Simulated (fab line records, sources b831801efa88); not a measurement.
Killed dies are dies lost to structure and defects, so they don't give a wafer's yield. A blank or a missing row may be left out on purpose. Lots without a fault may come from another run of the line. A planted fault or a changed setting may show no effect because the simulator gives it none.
Which tool did it? | flow sky130 | 14 lots, 42 wafers sampled, at 1 step of a route of 708

WHAT THE GAUGES READ, wafer by wafer
SKY_VIA2_CD_MEAS_12: target cd 200 nm.
lot  | measured     | on        | cd_nm (nm)
L158 | day 35 17:42 | cd_sem-02 | 201.2 201.1 201.7
L159 | day 36 16:41 | cd_sem-02 | 200.6 201.0 200.7
L160 | day 37 11:19 | cd_sem-02 | 200.4 201.1 200.1
L162 | day 37 14:00 | cd_sem-01 | 198.4 199.7 199.9
L161 | day 37 18:36 | cd_sem-01 | 199.8 199.8 199.2
L166 | day 39 05:06 | cd_sem-02 | 197.6 198.2 198.7
L165 | day 39 09:32 | cd_sem-01 | 199.2 201.9 202.1
L167 | day 39 10:11 | cd_sem-02 | 197.1 197.8 198.1
L171 | day 41 03:21 | cd_sem-02 | 200.8 200.4 200.2
L177 | day 42 02:32 | cd_sem-02 | 201.6 201.4 201.0
L178 | day 42 12:00 | cd_sem-01 | 199.9 200.2 202.0
L179 | day 42 12:58 | cd_sem-02 | 200.1 199.2 198.6
L180 | day 42 17:53 | cd_sem-01 | 201.1 199.3 200.2
L181 | day 43 06:54 | cd_sem-02 | 197.9 196.7 197.5

WHICH TOOL RAN EACH LOT (tool, then ch and the chambers of the sampled wafers, then the start)
The record holds no process step before these readings.

WHAT THE TOOLS THEMSELVES READ (means of the sampled wafers that have a number; where no wafer has one, the mark that the record gives instead)
The record holds no such reading with a usual standard deviation.

THE ANSWER, worked out from the rows above alone
Rule: what is usual is taken from the lots themselves. Put in order of their means at a reading, lots are off if they are a third of the lots or fewer, leave a main group of 4 or more, and stand apart from it by a gap of 3 or more times the standard deviation of the main group's means; of several such gaps the widest counts. A main group whose means are all the same, to the digits that the tables above print for the reading, isn't used. A lot without any number at a reading at which 4 lots or more have one is off too. The other lots that the step has rows for count as sound. The gauges are gone through in route order, then the tools' own readings, and for those a lot's mean is taken as printed above. The first step at which some lot is off is used, and at that step the reading that is off furthest; a lot without a number counts as furthest.
No lot is off at any reading shown: from this, nothing can be told.

WHAT THE SIMULATOR HAD PUT IN
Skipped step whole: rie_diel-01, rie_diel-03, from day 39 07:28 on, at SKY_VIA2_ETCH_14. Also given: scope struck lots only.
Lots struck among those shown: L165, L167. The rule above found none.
